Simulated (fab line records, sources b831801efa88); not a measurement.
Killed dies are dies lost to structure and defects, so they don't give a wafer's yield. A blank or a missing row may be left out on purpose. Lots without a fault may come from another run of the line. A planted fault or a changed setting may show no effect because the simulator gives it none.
A struck lot beside a sound one | flow sky130 | 17 steps out of a route of 708
Sound: wafers L276.1, L276.2, L276.3. Struck: wafers L274.1, L274.4, L274.5. The cause comes at the end.
At each step with rows: each side's tool, then ch and its chambers, then its first start. Under that, the readings that differ: sound wafers | struck wafers | difference of the means | sigmas: that difference in standard deviations of wafers without a fault.
alike: readings whose means differ by less than 2 such deviations, and words and numbers that are the same on both sides. not compared: withheld readings, readings that some wafer has no value for, bounds like >300 that may hide the same value, and numbers for which the record gives no deviation and whose values overlap.
The two part at a step that has a row with sigmas, a row that says differs or no value, or rows on one side only. Numbers that don't overlap but have no deviation are shown without sigmas and don't part them. A reading that every wafer of one side lacks parts them only if that side has two wafers or more.

first, 2 steps without rows for these wafers: SKY_LOCAL_INTERCONNECT_PEB_09; SKY_LOCAL_INTERCONNECT_DEVELOP_10 (develop time 60 s).
SKY_LOCAL_INTERCONNECT_CD_MEAS_11: target cd 170 nm.
  sound on cd_sem-01, day 34 20:42; struck on cd_sem-02, day 34 13:50
  alike: cd_nm
SKY_LOCAL_INTERCONNECT_OVL_MEAS_12:
  sound on overlay-02, day 34 20:49; struck on overlay-02, day 34 13:58
  alike: LOCAL_INTERCONNECT_OVL
SKY_LOCAL_INTERCONNECT_ETCH_13: etches BARC in N2/H2, stops on SiO2, time 45.9 s, target depth 60 nm.
  sound on rie_metal-04 ch 0,1, day 34 20:52; struck on rie_metal-01 ch 1, day 34 13:59
  alike: drypump_motor_current_A, oes_product_au, throttle_valve_pct
  not compared: rf_hours_counter_h
SKY_LOCAL_INTERCONNECT_METAL_ETCH_14: etches TiN in Cl2/BCl3, stops on PSG, target depth 110 nm, time 31.4 s.
  sound on rie_metal-04 ch 0,1, day 34 20:55; struck on rie_metal-01 ch 1, day 34 14:07
  alike: drypump_motor_current_A, oes_product_au, throttle_valve_pct
  not compared: rf_hours_counter_h
SKY_LOCAL_INTERCONNECT_STRIP_15: strips in O2/N2.
  sound on plasma_asher-03 ch 0,1, day 34 20:59; struck on plasma_asher-03 ch 0,1, day 34 14:13
  alike: drypump_motor_current_A, oes_product_au, strip_time_to_endpoint_s
  not compared: rf_hours_counter_h
then, 3 steps without rows for these wafers: SKY_LOCAL_INTERCONNECT_STRIP_16 (strips in post etch residue remover, time 1200 s); SKY_LOCAL_INTERCONNECT_CLEAN_17 (cleans in IPA, time 180 s); SKY_LOCAL_INTERCONNECT_CLEAN_18 (cleans in O3/DIW).
SKY_CONTACT_CVD_00: deposits Si3N4, target thk 75 nm.
  sound on pecvd-02 ch 0,1,2, day 34 21:38; struck on pecvd-03 ch 0,1, day 34 14:49
  alike: heater_power_w, susceptor_temp_C
SKY_CONTACT_THK_MEAS_01:
  sound on film_metro-02, day 34 21:40; struck on film_metro-01, day 34 14:51
  alike: CONTACT_CVD_00_THK
SKY_CONTACT_HDPCVD_02: deposits SiO2, target thk 565 nm, time 94.2 s.
  sound on hdpcvd-01 ch 0,1,2, day 34 21:43; struck on hdpcvd-02 ch 0,1, day 34 14:55
  reading                                     | sound           | struck            | difference | sigmas
  model.SiO2_of_CONTACT_HDPCVD_02.thk_nm (nm) | 562.2 567 555.9 | 818.2 818.4 819.1 | +256.9     |
  alike: sih4_flow_sccm, susceptor_temp_C
SKY_CONTACT_THK_MEAS_03:
  sound on film_metro-01, day 34 21:47; struck on film_metro-01, day 34 14:59
  reading                 | sound       | struck      | difference | sigmas
  CONTACT_HDPCVD_THK (nm) | 562 567 556 | 818 818 819 | +257       | +51
SKY_CONTACT_CMP_04: polishes SiO2.
  sound on cmp-02 ch 1,2,3, day 34 21:54; struck on cmp-01 ch 1,2,3, day 34 15:08
  reading                | sound    | struck      | difference | sigmas
  time_to_endpoint_s (s) | 77 81 76 | 177 176 174 | +98        | +27
  alike: motor_current_A, slurry_filter_dp_kPa
SKY_CONTACT_BOW_MEAS_05:
  sound on film_metro-02, day 34 22:09; struck on film_metro-02, day 34 15:20
  alike: CONTACT_BOW
-- the record jumps here: 14 days lie between the struck wafers' starts before and after (it left off in module CONTACT and takes up again in module PAD_OPEN, whose first step shown is number 708 of the route) --
SKY_PAD_OPEN_PROBE_99:
  sound on prober-02, day 49 01:22; struck on prober-02, day 48 22:34
  reading            | sound    | struck | difference | sigmas
  killed_at_M0_to_M3 | 43 45 44 | 62     | +18        | +2
  alike: killed_at_M4_up, killed_at_contacts, killed_at_front_end, killed_at_other, killed_dies, killed_open, killed_short

WHERE THEY PART
First at SKY_CONTACT_THK_MEAS_03; last, within this record, at SKY_PAD_OPEN_PROBE_99.

WHY: what the simulator had put in
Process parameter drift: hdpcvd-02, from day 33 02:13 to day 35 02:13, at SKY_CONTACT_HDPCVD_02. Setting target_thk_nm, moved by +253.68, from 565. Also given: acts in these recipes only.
